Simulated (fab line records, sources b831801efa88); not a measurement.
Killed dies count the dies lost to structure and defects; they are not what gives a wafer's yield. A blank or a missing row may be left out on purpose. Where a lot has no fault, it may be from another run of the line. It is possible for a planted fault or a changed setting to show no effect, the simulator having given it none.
2 desks looking at one fault || flow sky130 || numbers are kept per desk, each desk with only its own; the story behind them comes last

## THE METROLOGY DESK
What the gauges read, lot by lot, whatever tool the lot ran on: means of the sampled wafers that have a number. Any lot whose mean is over 4 standard deviations away from the usual mean is out of limits and marked OUT; that distance is given in the brackets.
Columns: A = cd nm at SKY_LI_CONTACT_CD_MEAS_12, usual 169.5 nm; B = LI_CONTACT_OVL at SKY_LI_CONTACT_OVL_MEAS_13, usual -1 nm
{"lot": "L793", "first seen here": "day 30 00:37", "A": 170.8, "B": 1}
{"lot": "L797", "first seen here": "day 31 04:46", "A": 169.2, "B": -6}
{"lot": "L806", "first seen here": "day 33 23:01", "A": 170.3, "B": -3}
{"lot": "L808", "first seen here": "day 35 06:56", "A": 171.0, "B": -4}
{"lot": "L811", "first seen here": "day 35 18:32", "A": 165.7, "B": -1}
Result from this desk: across the 5 lots, nothing is out of limits.

## THE TOOL OWNER'S DESK: pvd sputter-03
The tool's own readings at SKY_LI_CONTACT_SPUTTER_19 (material Ti, target thk 20 nm, time 106.37 s): means of the sampled wafers that have a number, for each lot that ran on this tool. Any lot whose mean is over 4 standard deviations away from the usual mean is out of limits and marked OUT; that distance is given in the brackets.
Columns: A = throttle valve pct at SKY_LI_CONTACT_SPUTTER_19, usual 29.5 %
{"lot": "L793", "first seen here": "day 30 01:11", "A": 29.7}
{"lot": "L797", "first seen here": "day 31 05:31", "A": 31.0}
Result from this desk: across the 2 lots, nothing is out of limits.

## TAKEN TOGETHER
The metrology desk saw nothing out of limits.
The tool owner's desk saw nothing out of limits.

## WHAT THE SIMULATOR PUT IN
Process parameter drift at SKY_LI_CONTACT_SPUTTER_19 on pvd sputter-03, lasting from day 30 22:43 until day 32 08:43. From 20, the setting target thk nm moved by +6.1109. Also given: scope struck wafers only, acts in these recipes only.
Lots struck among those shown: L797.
